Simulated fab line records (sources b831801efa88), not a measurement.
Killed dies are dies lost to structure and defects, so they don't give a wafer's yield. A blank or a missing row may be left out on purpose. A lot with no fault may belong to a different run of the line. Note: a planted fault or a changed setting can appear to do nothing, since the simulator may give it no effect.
A lot that was struck, set against a sound lot || flow sfqLine || 41 steps out of a route of 325
Sound: wafers L708.2, L708.3, L708.6. Struck: wafer L694.4 (L694.5, L694.6, from the same lot, were not struck and are left out); the cause is given at the end.
At each step with rows: each side's tool, then ch and its chambers, then its first start. Under that, the readings that differ: sound wafers || struck wafers || difference of the means || sigmas: that difference in standard deviations of wafers without a fault.
alike: readings with means less than 2 such deviations apart, plus words and numbers identical on both sides. not compared: withheld readings, readings lacking a value on some wafer, bounds such as >300 that could conceal the same value, and numbers that have no deviation in the record and whose values overlap.
The two part at a step that has a row with sigmas, a row that says differs or no value, or rows on one side only. Numbers that have no deviation but don't overlap get no sigmas and don't part them. A reading that every wafer of one side lacks parts them only if that side has two wafers or more.

first, 6 steps without rows for these wafers: SFQ_TRILAYER_M7_LITHO_COAT_182 (resist thk 62 nm); SFQ_TRILAYER_M7_LITHO_COAT_177 (resist thk 600 nm); SFQ_TRILAYER_M7_LITHO_SOFTBAKE_181; SFQ_TRILAYER_M7_LITHO_EXPOSE_178 (exposes mask M7, target cd 500 nm); SFQ_TRILAYER_M7_LITHO_PEB_180 (peb time 60 s); SFQ_TRILAYER_M7_LITHO_DEVELOP_179 (time 60 s).
SFQ_M7_OVL_MEAS_945:
  sound: overlay-02 at day 83 01:56; struck: overlay-02 at day 75 06:10
  alike: M7_OVL
SFQ_TRILAYER_M7_BARC_OPEN_METAL_ETCH_229: etches BARC in O2, target depth 125 nm, time 41.7 s.
  sound on rieMetal-03 ch 0,1, day 83 01:58; struck on rieMetal-03 ch 1, day 75 06:13
  alike: chamberPressureMTorr, drypumpMotorCurrentA, oesProductAu, rfFwdPowerW
  not compared: rfHoursCounterH
then, 1 step without rows for these wafers: SFQ_TRILAYER_M7_ETCH_METAL_ETCH_180 (etches Nb in Cl2/Ar, stops on SiO2, target depth 240 nm, time 120 s).
SFQ_TRILAYER_M7_STRIP_STRIP_181: strips in O2.
  sound on rieMetal-03 ch 0,1, day 83 02:09; struck on rieMetal-03 ch 1, day 75 06:42
  alike: chamberPressureMTorr, drypumpMotorCurrentA, oesProductAu
  not compared: rfHoursCounterH
then, 1 step without rows for these wafers: SFQ_TRILAYER_M7_STRIP_SOLV_CLEAN_182 (cleans in NMP, time 600 s).
SFQ_TRILAYER_I7_DEP_PECVD_183: deposits SiO2 from SiH4/N2O, time 111.11 s, target thk 500 nm.
  sound on pecvd-01 ch 1, day 83 02:56; struck on pecvd-02 ch 2, day 75 07:27
{"reading": "throttleValvePct (%)", "sound": "22.9 22.8 22.4", "struck": 25.9, "difference": "+3.2", "sigmas": "+2"}
  alike: heaterPowerW, rfFwdPowerW
SFQ_TRILAYER_I7_CMP_CMP_184: polishes SiO2.
  sound on cmp-02 ch 1,3, day 83 03:32; struck on cmp-02 ch 3, day 75 08:59
{"reading": "timeToEndpointS (s)", "sound": "207 205 217", "struck": 288, "difference": "+78", "sigmas": "+12"}
{"reading": "model.SiO2_of_TRILAYER_I7_DEP_PECVD_183.thkNm (nm)", "sound": "199.7 200.1 200.1", "struck": 308.9, "difference": "+108.9", "sigmas": ""}
  alike: motorCurrentA
SFQ_I7_BOW_MEAS_946:
  sound: filmMetro-03 at day 83 06:04; struck: filmMetro-03 at day 75 10:33
  alike: I7_BOW
SFQ_TRILAYER_I7_METRO_MEASURE_185:
  sound: filmMetro-03 at day 83 06:22; struck: filmMetro-03 at day 75 11:13
{"reading": "thkNm (nm)", "sound": "199.7 200.0 200.1", "struck": 309.1, "difference": "+109.2", "sigmas": "+99 or more"}
then, 6 steps without rows for these wafers: SFQ_TRILAYER_I7_VIA_LITHO_COAT_192 (resist thk 62 nm); SFQ_TRILAYER_I7_VIA_LITHO_COAT_187 (resist thk 650 nm); SFQ_TRILAYER_I7_VIA_LITHO_SOFTBAKE_191; SFQ_TRILAYER_I7_VIA_LITHO_EXPOSE_188 (exposes mask I7, target cd 1000 nm); SFQ_TRILAYER_I7_VIA_LITHO_PEB_190 (peb time 60 s); SFQ_TRILAYER_I7_VIA_LITHO_DEVELOP_189 (time 60 s).
-- the record jumps here: 4 days lie between the struck wafers' starts before and after --
SFQ_I7_OVL_MEAS_947:
  sound: overlay-01 at day 83 09:37; struck: overlay-01 at day 79 12:30
  alike: I7_OVL
SFQ_TRILAYER_I7_VIA_BARC_OPEN_VIA_ETCH_260: etches BARC in O2, target depth 125 nm, time 41.7 s.
  sound on rieDiel-02 ch 0,3, day 83 09:39; struck on rieDiel-04 ch 2, day 79 12:31
  alike: chamberPressureMTorr, drypumpMotorCurrentA, oesProductAu, rfFwdPowerW
  not compared: rfHoursCounterH
SFQ_TRILAYER_I7_VIA_ETCH_VIA_ETCH_190: etches SiO2 in CHF3, stops on Nb, target depth 260 nm.
  sound on rieDiel-02 ch 0,3, day 83 09:41; struck on rieDiel-04 ch 2, day 79 12:34
{"reading": "chamberPressureMTorr (mTorr)", "sound": "30.014 30.024 29.973", "struck": 29.951, "difference": -0.053, "sigmas": -2}
{"reading": "oesProductAu (a.u.)", "sound": "0.853 0.858 0.851", "struck": 0.985, "difference": "+0.131", "sigmas": "+23"}
{"reading": "model.I7.featureDepthNm (nm)", "sound": "199.7 200.1 200.1", "struck": 257.1, "difference": "+57.1", "sigmas": ""}
{"reading": "model.etch.depthNm (nm)", "sound": "199.7 200.1 200.1", "struck": 257.1, "difference": "+57.1", "sigmas": ""}
  alike: drypumpMotorCurrentA, rfFwdPowerW
SFQ_TRILAYER_I7_VIA_STRIP_STRIP_191: strips in O2.
  sound on rieMetal-04 ch 0,1, day 83 09:48; struck on rieMetal-04 ch 1, day 79 12:52
{"reading": "oesProductAu (a.u.)", "sound": "1.017 1.015 1.013", "struck": 0.996, "difference": -0.019, "sigmas": -2}
  alike: chamberPressureMTorr, drypumpMotorCurrentA
  not compared: rfHoursCounterH
then, 8 steps without rows for these wafers: SFQ_TRILAYER_I7_VIA_STRIP_SOLV_CLEAN_192 (cleans in NMP, time 600 s); SFQ_TRILAYER_M8_LITHO_LOR_COAT_197; SFQ_TRILAYER_M8_LITHO_LOR_BAKE_198; SFQ_TRILAYER_M8_LITHO_COAT_193 (resist thk 600 nm); SFQ_TRILAYER_M8_LITHO_SOFTBAKE_199; SFQ_TRILAYER_M8_LITHO_EXPOSE_194 (exposes mask M8, target cd 2000 nm); SFQ_TRILAYER_M8_LITHO_PEB_196 (peb time 60 s); SFQ_TRILAYER_M8_LITHO_DEVELOP_195 (img clear 15 s, time 55 s).
-- the record jumps here: 5 days lie between the struck wafers' starts before and after --
SFQ_M8_OVL_MEAS_948:
  sound: overlay-01 at day 87 00:05; struck: overlay-01 at day 84 04:20
  alike: M8_OVL
then, 3 steps without rows for these wafers: SFQ_TRILAYER_M8_DEP_EVAP_197 (material Ti, target thk 20 nm, time 100 s); SFQ_TRILAYER_M8_DEP_EVAP_198 (material Pt, target thk 50 nm, time 250 s); SFQ_TRILAYER_M8_DEP_EVAP_196 (material Au, target thk 180 nm, time 900 s).
SFQ_M8_RS_MEAS_949: a four-point-probe measurement.
  sound: filmMetro-04 at day 87 00:53; struck: filmMetro-02 at day 84 05:10
  alike: M8_AU_RS
SFQ_M8_THK_MEAS_950: measures by xrf.
  sound: filmMetro-04 at day 87 00:59; struck: filmMetro-02 at day 84 05:15
  alike: M8_AU_THK
then, 1 step without rows for these wafers: SFQ_TRILAYER_M8_LIFTOFF_LIFTOFF_197 (chemistry NMP, time 600 s).
SFQ_M8_BOW_MEAS_951:
  sound: filmMetro-02 at day 87 01:14; struck: filmMetro-04 at day 84 05:31
{"reading": "model.etest.i7.linkOhm", "sound": "1.04 1.04 1.041", "struck": 1e+06, "difference": "+1e+06", "sigmas": ""}
  alike: M8_BOW

WHERE THEY PART
First at SFQ_TRILAYER_I7_DEP_PECVD_183; last, within this record, at SFQ_TRILAYER_I7_VIA_STRIP_STRIP_191. Later steps at which nothing parts them and some readings are alike: SFQ_M8_OVL_MEAS_948, SFQ_M8_RS_MEAS_949, SFQ_M8_THK_MEAS_950, SFQ_M8_BOW_MEAS_951.

WHY: the cause the simulator had injected
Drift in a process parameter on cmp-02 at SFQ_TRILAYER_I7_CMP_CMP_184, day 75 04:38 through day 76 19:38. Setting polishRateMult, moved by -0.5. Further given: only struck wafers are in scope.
